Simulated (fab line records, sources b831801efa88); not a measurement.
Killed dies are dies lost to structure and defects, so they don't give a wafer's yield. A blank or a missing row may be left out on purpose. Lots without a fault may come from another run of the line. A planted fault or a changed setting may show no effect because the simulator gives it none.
fab line records | flow gf180mcu
record lots=24 wafers=72 last_day=34
route steps=602 shown V1@340 V4@491 V5@563 PASSIVATION@599
lots that met no fault: from a run of the same line without faults
start_h: hours from the record's first day to the start of the lot's first wafer shown | wait_h: hours since the lot's step before | " the same as in the row above | L1.1+2: a row that stands for several wafers | - no value, or no start given | * or withheld: withheld | < > ~ a bound
route shown NAME@n: a module of which the file shows steps, and the number in the route of the first | usual: mean/standard deviation of fault-free wafers | same: alike in all rows | chamber/n: place in a boat | sites: the reading at each site | _std_site: their standard deviation | _edge_site: outer sites' mean less inner sites' | radius_mm: how far each site lies from the wafer's centre | mask NAME#n: copy n | behind: the tool/chamber that last shaped the wafer | hold: why the lot was held/for how many hours/how that ended | device: the transistor (n, p or np) that didn't switch | end of line: the same wafers' tests at the end of the route | a step without rows: its recipe alone | killed: dies lost to structure and defects at the first sort, not the wafer's yield | map: a wafer's dies, x killed, . not, _ none there
set.NAME: the setting as run; set.NAME@STEP: as run at that earlier step | model.NAME: the simulator's own value behind a step, which no gauge read
steps of the route over a sample of lots; a table a step, a row a wafer
services: from which hour (start_h, from the record's first day; less than 0 if before it) a tool's chamber was out of use, for how many hours, and why
## steps
# step GF_V1_BOW_MEAS_05
# recipe mode=bow
# usual V1_BOW=83/8.2
# columns lot.wafer tool chamber start_h wait_h V1_BOW[um]
L074.1 film_metro-01 - 396.25 0.1 81
L074.5 " - " " 93
L074.6 " - " " 101
L075.1 film_metro-01 - 397.26 0.2 90
L075.5 " - " " 83
L075.6 " - " " 81
L076.4 film_metro-01 - 412.74 0.3 87
L076.5 " - " " 86
L076.6 " - " " 81
L077.2 film_metro-01 - 423.21 0.3 73
L077.3 " - " " 73
L077.6 " - " " 89
L078.3 film_metro-04 - 429.25 0.3 88
L078.5 " - " " 90
L078.6 " - " " 98
L079.1 film_metro-01 - 431.21 0.2 85
L079.3 " - " " 81
L079.4 " - " " 93
L080.1 film_metro-03 - 440.69 0.1 89
L080.3 " - " " 68
L080.4 " - " " 86
L081.1 film_metro-04 - 453.37 0.1 86
L081.3 " - " " 83
L081.6 " - " " 75
L082.2 film_metro-04 - 461.76 0.1 78
L082.4 " - " " 88
L082.6 " - " " 87
L083.2 film_metro-04 - 468.25 0.1 79
L083.3 " - " " 92
L083.4 " - " " 70
L084.1 film_metro-01 - 475.53 0.2 85
L084.3 " - " " 82
L084.4 " - " " 76
L085.1 film_metro-01 - 489.71 0.1 78
L085.4 " - " " 89
L085.5 " - " " 77
L086.1 film_metro-04 - 493.95 0.2 74
L086.3 " - " " 67
L086.6 " - " " 65
L087.1 film_metro-04 - 508.72 0.2 94
L087.3 " - " " 65
L087.4 " - " " 73
L088.1 film_metro-01 - 516.29 0.1 100
L088.5 " - " " 89
L088.6 " - " " 95
L089.3 film_metro-03 - 518.26 0.2 99
L089.4 " - " " 80
L089.5 " - " " 100
L090.1 film_metro-03 - 529.37 0.1 89
L090.2 " - " " 75
L090.3 " - " " 89
L091.1 film_metro-04 - 538.21 0.1 77
L091.5 " - " " 74
L091.6 " - " " 72
L092.1 film_metro-01 - 548.37 0.2 60
L092.3 " - " " 85
L092.5 " - " " 75
L093.3 film_metro-01 - 550.61 0.2 77
L093.4 " - " " 70
L093.6 " - " " 82
L094.1 film_metro-03 - 559.16 0.2 92
L094.4 " - " " 86
L094.6 " - " " 95
L095.1 film_metro-04 - 570.14 0.1 81
L095.4 " - " " 91
L095.5 " - " " 92
L096.1 film_metro-04 - 573.10 0.3 97
L096.2 " - " " 78
L096.3 " - " " 90
L097.3 film_metro-04 - 580.68 0.2 89
L097.4 " - " " 93
L097.5 " - " " 97
# step GF_V1_CVD_23
# recipe material=W target_thk_nm=350 time_s=105.05 temp_c=400 pressure_torr=40
# usual heater_power_w=806/18
# columns lot.wafer tool chamber start_h wait_h heater_power_w
L074.1 cvd_w-02 0 420.80 0.0 802
L074.5 " 0 " " 790
L074.6 " 0 " " 771
L075.1 cvd_w-02 0 421.65 0.0 798
L075.5 " 0 " " 801
L075.6 " 0 " " 778
L076.4 cvd_w-02 1 437.38 0.1 804
L076.5 " 0 " " 807
L076.6 " 1 " " 794
L077.2 cvd_w-01 0 448.56 0.1 809
L077.3 " 0 " " 805
L077.6 " 1 " " 812
L078.3 cvd_w-01 0 454.88 0.1 807
L078.5 " 0 " " 816
L078.6 " 1 " " 818
L079.1 cvd_w-01 1 456.80 0.0 818
L079.3 " 1 " " 830
L079.4 " 0 " " 818
L080.1 cvd_w-01 0 466.13 0.0 822
L080.3 " 0 " " 812
L080.4 " 1 " " 820
L081.1 cvd_w-02 0 478.38 0.0 783
L081.3 " 1 " " 808
L081.6 " 1 " " 774
L082.2 cvd_w-01 1 487.29 0.0 834
L082.4 " 0 " " 811
L082.6 " 1 " " 807
L083.2 cvd_w-02 1 493.16 0.0 792
L083.3 " 1 " " 806
L083.4 " 0 " " 794
L084.1 cvd_w-02 0 500.28 0.0 792
L084.3 " 0 " " 777
L084.4 " 1 " " 790
L085.1 cvd_w-02 1 514.15 0.0 804
L085.4 " 1 " " 809
L085.5 " 1 " " 806
L086.1 cvd_w-02 1 517.99 0.0 808
L086.3 " 0 " " 795
L086.6 " 1 " " 782
L087.1 cvd_w-02 0 532.16 0.0 802
L087.3 " 0 " " 797
L087.4 " 1 " " 804
L088.1 cvd_w-02 0 539.74 0.0 785
L088.5 " 1 " " 795
L088.6 " 0 " " 785
L089.3 cvd_w-02 0 541.94 0.1 807
L089.4 " 1 " " 807
L089.5 " 0 " " 809
L090.1 cvd_w-01 1 552.11 0.0 853
L090.2 " 0 " " 838
L090.3 " 1 " " 858
L091.1 cvd_w-01 0 561.59 0.0 820
L091.5 " 0 " " 796
L091.6 " 1 " " 820
L092.1 cvd_w-01 1 571.47 0.0 835
L092.3 " 0 " " 822
L092.5 " 1 " " 823
L093.3 cvd_w-01 0 573.05 0.1 836
L093.4 " 1 " " 816
L093.6 " 0 " " 847
L094.1 cvd_w-02 0 581.94 0.0 801
L094.4 " 0 " " 794
L094.6 " 0 " " 798
L095.1 cvd_w-02 0 592.79 0.0 799
L095.4 " 1 " " 784
L095.5 " 0 " " 795
L096.1 cvd_w-02 0 594.85 0.0 793
L096.2 " 1 " " 804
L096.3 " 1 " " 804
L097.3 cvd_w-01 0 602.29 0.1 821
L097.4 " 1 " " 832
L097.5 " 1 " " 821
# step GF_V4_OVL_MEAS_15
# usual V4_OVL=-2/5.5
# columns lot.wafer tool chamber start_h wait_h V4_OVL[nm]
L074.1 overlay-02 - 569.70 0.1 9
L074.5 " - " " 3
L074.6 " - " " 4
L075.1 overlay-01 - 571.10 0.1 -8
L075.5 " - " " 0
L075.6 " - " " -1
L076.4 overlay-02 - 582.71 0.1 1
L076.5 " - " " 2
L076.6 " - " " -2
L077.2 overlay-01 - 593.71 0.1 -5
L077.3 " - " " -1
L077.6 " - " " -2
L078.3 overlay-01 - 598.59 0.1 -9
L078.5 " - " " -2
L078.6 " - " " -11
L079.1 overlay-01 - 599.28 0.1 -13
L079.3 " - " " -11
L079.4 " - " " -9
L080.1 overlay-01 - 613.59 0.1 0
L080.3 " - " " -2
L080.4 " - " " 3
L081.1 overlay-02 - 618.99 0.1 -4
L081.3 " - " " -4
L081.6 " - " " 0
L082.2 overlay-01 - 625.91 0.1 -4
L082.4 " - " " 0
L082.6 " - " " 0
L083.2 overlay-01 - 632.45 0.1 -3
L083.3 " - " " -10
L083.4 " - " " -12
L084.1 overlay-02 - 640.94 0.1 9
L084.3 " - " " 2
L084.4 " - " " 4
L085.1 overlay-01 - 651.00 0.1 5
L085.4 " - " " 0
L085.5 " - " " 0
L086.1 overlay-01 - 654.97 0.1 -2
L086.3 " - " " 1
L086.6 " - " " -6
L087.1 overlay-01 - 668.22 0.1 -7
L087.3 " - " " -7
L087.4 " - " " -7
L088.1 overlay-02 - 672.27 0.1 -6
L088.5 " - " " -2
L088.6 " - " " -1
L089.3 overlay-02 - 675.06 0.1 1
L089.4 " - " " -1
L089.5 " - " " 1
L090.1 overlay-01 - 684.79 0.1 2
L090.2 " - " " 3
L090.3 " - " " 4
L091.1 overlay-01 - 691.07 0.1 -7
L091.5 " - " " -6
L091.6 " - " " 0
L092.1 overlay-01 - 701.20 0.1 -3
L092.3 " - " " -4
L092.5 " - " " -5
L093.3 overlay-01 - 703.44 0.1 -1
L093.4 " - " " 4
L093.6 " - " " 3
L094.1 overlay-01 - 709.74 0.1 -20
L094.4 " - " " -11
L094.6 " - " " -13
L095.1 overlay-02 - 719.07 0.1 -6
L095.4 " - " " -2
L095.5 " - " " -2
L096.1 overlay-01 - 721.89 0.1 5
L096.2 " - " " 4
L096.3 " - " " -1
L097.3 overlay-02 - 728.06 0.1 -1
L097.4 " - " " -5
L097.5 " - " " -3
# step GF_V4_THK_MEAS_25
# recipe thk_meas_gauge=xrf reads=W_of_V4_CVD_23
# usual V4_W_THK=361/6.3
# columns lot.wafer tool chamber start_h wait_h V4_W_THK[nm]
L074.1 film_metro-02 - 570.74 0.1 352
L074.5 " - " " 350
L074.6 " - " " 352
L075.1 film_metro-03 - 572.16 0.1 365
L075.5 " - " " 369
L075.6 " - " " 365
L076.4 film_metro-02 - 583.76 0.1 360
L076.5 " - " " 360
L076.6 " - " " 356
L077.2 film_metro-02 - 594.77 0.1 356
L077.3 " - " " 359
L077.6 " - " " 358
L078.3 film_metro-02 - 599.63 0.1 361
L078.5 " - " " 361
L078.6 " - " " 361
L079.1 film_metro-03 - 600.43 0.1 370
L079.3 " - " " 370
L079.4 " - " " 364
L080.1 film_metro-04 - 614.63 0.1 355
L080.3 " - " " 365
L080.4 " - " " 356
L081.1 film_metro-03 - 620.03 0.1 361
L081.3 " - " " 364
L081.6 " - " " 360
L082.2 film_metro-03 - 626.94 0.1 362
L082.4 " - " " 362
L082.6 " - " " 362
L083.2 film_metro-02 - 633.62 0.1 355
L083.3 " - " " 361
L083.4 " - " " 351
L084.1 film_metro-02 - 642.39 0.1 357
L084.3 " - " " 362
L084.4 " - " " 357
L085.1 film_metro-03 - 652.07 0.1 371
L085.4 " - " " 372
L085.5 " - " " 367
L086.1 film_metro-03 - 656.01 0.1 372
L086.3 " - " " 371
L086.6 " - " " 371
L087.1 film_metro-04 - 669.26 0.1 355
L087.3 " - " " 360
L087.4 " - " " 352
L088.1 film_metro-03 - 673.34 0.1 371
L088.5 " - " " 369
L088.6 " - " " 370
L089.3 film_metro-04 - 676.11 0.1 357
L089.4 " - " " 349
L089.5 " - " " 350
L090.1 film_metro-03 - 685.86 0.1 363
L090.2 " - " " 371
L090.3 " - " " 366
L091.1 film_metro-03 - 692.11 0.1 360
L091.5 " - " " 364
L091.6 " - " " 359
L092.1 film_metro-03 - 702.27 0.1 353
L092.3 " - " " 353
L092.5 " - " " 355
L093.3 film_metro-02 - 704.48 0.1 352
L093.4 " - " " 355
L093.6 " - " " 354
L094.1 film_metro-02 - 710.81 0.1 351
L094.4 " - " " 355
L094.6 " - " " 350
L095.1 film_metro-03 - 720.12 0.1 362
L095.4 " - " " 358
L095.5 " - " " 358
L096.1 film_metro-03 - 722.92 0.1 365
L096.2 " - " " 359
L096.3 " - " " 360
L097.3 film_metro-04 - 729.10 0.1 361
L097.4 " - " " 358
L097.5 " - " " 360
# step GF_V5_CVD_23
# recipe material=W target_thk_nm=350 time_s=104.9 temp_c=400 pressure_torr=40
# usual heater_power_w=821/21
# columns lot.wafer tool chamber start_h wait_h heater_power_w
L074.1 cvd_w-01 1 637.26 0.0 830
L074.5 " 0 " " 826
L074.6 " 1 " " 836
L075.1 cvd_w-01 0 638.17 0.0 827
L075.5 " 0 " " 814
L075.6 " 1 " " 855
L076.4 cvd_w-02 1 649.13 0.1 792
L076.5 " 0 " " 807
L076.6 " 1 " " 811
L077.2 cvd_w-02 0 660.54 0.0 781
L077.3 " 1 " " 807
L077.6 " 0 " " 790
L078.3 cvd_w-01 1 664.43 0.1 859
L078.5 " 0 " " 817
L078.6 " 1 " " 830
L079.1 cvd_w-02 0 665.21 0.0 808
L079.3 " 0 " " 821
L079.4 " 0 " " 822
L080.1 cvd_w-02 1 677.63 0.0 807
L080.3 " 0 " " 795
L080.4 " 1 " " 812
L081.1 cvd_w-02 1 684.41 0.0 789
L081.3 " 1 " " 834
L081.6 " 0 " " 788
L082.2 cvd_w-02 1 690.95 0.0 805
L082.4 " 1 " " 819
L082.6 " 0 " " 789
L083.2 cvd_w-02 0 696.12 0.0 783
L083.3 " 1 " " 789
L083.4 " 0 " " 798
L084.1 cvd_w-01 1 703.97 0.0 824
L084.3 " 0 " " 827
L084.4 " 1 " " 832
L085.1 cvd_w-02 1 713.28 0.0 794
L085.4 " 1 " " 803
L085.5 " 1 " " 810
L086.1 cvd_w-01 1 716.70 0.0 834
L086.3 " 0 " " 823
L086.6 " 0 " " 833
L087.1 cvd_w-01 1 729.57 0.0 862
L087.3 " 0 " " 831
L087.4 " 1 " " 853
L088.1 cvd_w-02 0 732.16 0.0 809
L088.5 " 0 " " 782
L088.6 " 1 " " 811
L089.3 cvd_w-01 0 734.06 0.1 820
L089.4 " 1 " " 844
L089.5 " 1 " " 826
L090.1 cvd_w-02 0 742.64 0.0 803
L090.2 " 1 " " 830
L090.3 " 0 " " 806
L091.1 cvd_w-01 1 748.90 0.0 860
L091.5 " 1 " " 856
L091.6 " 0 " " 808
L092.1 cvd_w-01 1 758.27 0.0 848
L092.3 " 1 " " 859
L092.5 " 0 " " 834
L093.3 cvd_w-01 1 760.10 0.1 836
L093.4 " 0 " " 829
L093.6 " 1 " " 855
L094.1 cvd_w-01 1 765.90 0.0 840
L094.4 " 1 " " 839
L094.6 " 1 " " 847
L095.1 cvd_w-02 0 774.69 0.0 802
L095.4 " 0 " " 793
L095.5 " 0 " " 808
L096.1 cvd_w-01 1 776.65 0.0 853
L096.2 " 0 " " 829
L096.3 " 1 " " 849
L097.3 cvd_w-01 0 781.95 0.1 817
L097.4 " 1 " " 831
L097.5 " 1 " " 842
# step GF_PASSIVATION_STRIP_12
# recipe chemistry=O2/N2 power_w=1400 pressure_mtorr=1500 platen_temp_c=250 o2_flow_sccm=3000 n2_flow_sccm=300 overash_fraction=0.5
# usual drypump_motor_current_A=5.60/0.27 heater_power_w=329/39 oes_product_au=0.719/0.0046 strip_time_to_endpoint_s=33.0/0.36
# columns lot.wafer tool chamber start_h wait_h drypump_motor_current_A heater_power_w oes_product_au rf_hours_counter_h strip_time_to_endpoint_s
L074.1 plasma_asher-03 0 678.32 0.1 5.67 338 0.718 17 32.7
L074.5 " 0 " " 5.65 333 0.719 - 33.3
L074.6 " 1 " " 5.45 381 0.716 - 33.2
L075.1 plasma_asher-04 1 679.76 0.1 5.39 262 0.721 59 33.0
L075.5 " 1 " " 5.40 271 0.731 - 33.7
L075.6 " 0 " " 5.86 323 0.722 - 33.1
L076.4 plasma_asher-04 0 690.09 0.2 5.86 322 0.719 - 32.4
L076.5 " 1 " " 5.40 262 0.708 - 32.6
L076.6 " 0 " " 5.86 326 0.723 - 33.5
L077.2 plasma_asher-03 0 700.40 0.1 5.64 336 0.719 20 32.8
L077.3 " 0 " " 5.64 343 0.720 - 32.9
L077.6 " 1 " " 5.47 365 0.720 - 32.7
L078.3 plasma_asher-03 1 704.29 0.2 5.49 385 0.722 - 33.1
L078.5 " 1 " " 5.44 371 0.723 - 32.2
L078.6 " 0 " " 5.64 340 0.720 - 33.2
L079.1 plasma_asher-04 1 705.12 0.1 5.43 256 0.724 63 33.1
L079.3 " 1 " " 5.42 263 0.723 - 32.9
L079.4 " 0 " " 5.84 321 0.722 - 32.8
L080.1 plasma_asher-03 1 716.65 0.1 5.48 378 0.722 22 32.8
L080.3 " 0 " " 5.59 340 0.720 - 33.2
L080.4 " 1 " " 5.46 372 0.719 - 33.2
L081.1 plasma_asher-02 1 722.86 0.1 5.20 371 0.711 103 32.9
L081.3 " 0 " " 5.97 357 0.721 - 32.7
L081.6 " 0 " " 5.97 354 0.716 - 33.7
L082.2 plasma_asher-04 1 729.27 0.1 5.39 266 0.719 65 32.7
L082.4 " 1 " " 5.38 266 0.717 - 32.6
L082.6 " 0 " " 5.84 322 0.721 - 33.2
L083.2 plasma_asher-04 1 734.25 0.1 5.38 263 0.721 65 32.9
L083.3 " 1 " " 5.37 271 0.709 - 33.0
L083.4 " 0 " " 5.85 331 0.731 - 33.4
L084.1 plasma_asher-02 1 741.61 0.1 5.19 371 0.717 105 32.4
L084.3 " 1 " " 5.20 355 0.718 - 32.8
L084.4 " 0 " " 5.98 357 0.716 - 33.0
L085.1 plasma_asher-02 0 749.82 0.1 5.99 354 0.720 106 32.9
L085.4 " 0 " " 5.97 358 0.721 - 33.6
L085.5 " 0 " " 5.97 361 0.710 - 33.5
L086.1 plasma_asher-04 0 753.22 0.1 5.85 320 0.715 67 32.7
L086.3 " 1 " " 5.40 263 0.709 - 32.5
L086.6 " 1 " " 5.40 263 0.716 - 32.9
L087.1 plasma_asher-02 0 765.96 0.1 5.97 362 0.718 108 32.8
L087.3 " 0 " " 5.96 355 0.724 - 32.9
L087.4 " 1 " " 5.19 357 0.721 - 33.0
L088.1 plasma_asher-04 1 767.65 0.1 5.41 270 0.720 69 33.0
L088.5 " 1 " " 5.38 272 0.720 - 33.0
L088.6 " 0 " " 5.84 324 0.721 - 32.6
L089.3 plasma_asher-04 0 769.74 0.2 5.85 328 0.729 - 32.7
L089.4 " 1 " " 5.40 272 0.719 - 33.3
L089.5 " 0 " " 5.84 326 0.722 - 33.1
L090.1 plasma_asher-02 1 777.45 0.1 5.21 356 0.710 109 33.2
L090.2 " 0 " " 5.95 356 0.719 109 33.3
L090.3 " 1 " " 5.20 368 0.725 - 32.6
L091.1 plasma_asher-02 0 783.51 0.1 5.97 354 0.719 110 33.0
L091.5 " 0 " " 5.97 365 0.719 - 33.0
L091.6 " 1 " " 5.21 354 0.712 - 33.7
L092.1 plasma_asher-03 0 792.16 0.1 5.64 343 0.717 30 33.7
L092.3 " 1 " " 5.47 375 0.717 - 32.8
L092.5 " 0 " " 5.64 345 0.720 - 32.8
L093.3 plasma_asher-04 0 793.23 0.2 5.87 323 0.718 - 33.5
L093.4 " 1 " " 5.40 262 0.715 - 33.4
L093.6 " 0 " " 5.86 322 0.715 - 33.2
L094.1 plasma_asher-04 1 798.87 0.1 5.36 262 0.710 72 33.5
L094.4 " 1 " " 5.39 263 0.710 - 33.1
L094.6 " 0 " " 5.85 317 0.712 - 32.9
L095.1 plasma_asher-02 1 806.75 0.1 5.27 375 0.714 112 32.8
L095.4 " 0 " " 5.96 358 0.720 - 33.4
L095.5 " 0 " " 5.95 367 0.721 - 33.0
L096.1 plasma_asher-02 1 808.61 0.1 5.22 364 0.718 113 32.3
L096.2 " 0 " " 5.97 360 0.725 113 33.2
L096.3 " 0 " " 5.97 366 0.718 - 33.4
L097.3 plasma_asher-04 0 814.65 0.2 5.86 317 0.722 - 33.5
L097.4 " 1 " " 5.40 257 0.726 - 33.5
L097.5 " 1 " " 5.40 265 0.721 - 33.5
## services
# columns tool chamber start_h hours kind
cvd_w-01 0 404.06 - clean
cvd_w-01 1 404.06 - clean
cvd_w-02 - 407.61 6.9 pm
plasma_asher-02 - 415.96 1.7 repair
cvd_w-01 - 417.64 6.9 pm
plasma_asher-03 - 421.25 9.0 pm
cvd_w-01 - 438.72 1.1 repair
cvd_w-02 - 439.83 28.1 pm
plasma_asher-02 - 464.60 1.2 repair
plasma_asher-04 - 474.64 15.6 pm
plasma_asher-03 - 489.20 99.1 repair
plasma_asher-02 - 552.52 3.0 repair
cvd_w-01 0 564.26 5.2 repair
cvd_w-01 - 580.15 0.9 repair
plasma_asher-03 - 584.16 1.4 repair
plasma_asher-04 - 600.04 4.0 pm
cvd_w-02 1 664.88 3.1 repair
plasma_asher-03 - 671.59 4.4 repair
plasma_asher-04 - 706.32 1.9 repair
plasma_asher-02 - 739.30 0.4 repair
cvd_w-01 - 766.56 6.0 pm
plasma_asher-04 - 783.44 2.8 pm
plasma_asher-03 - 792.92 5.1 repair
cvd_w-01 - 801.11 2.8 pm
## key
fault none
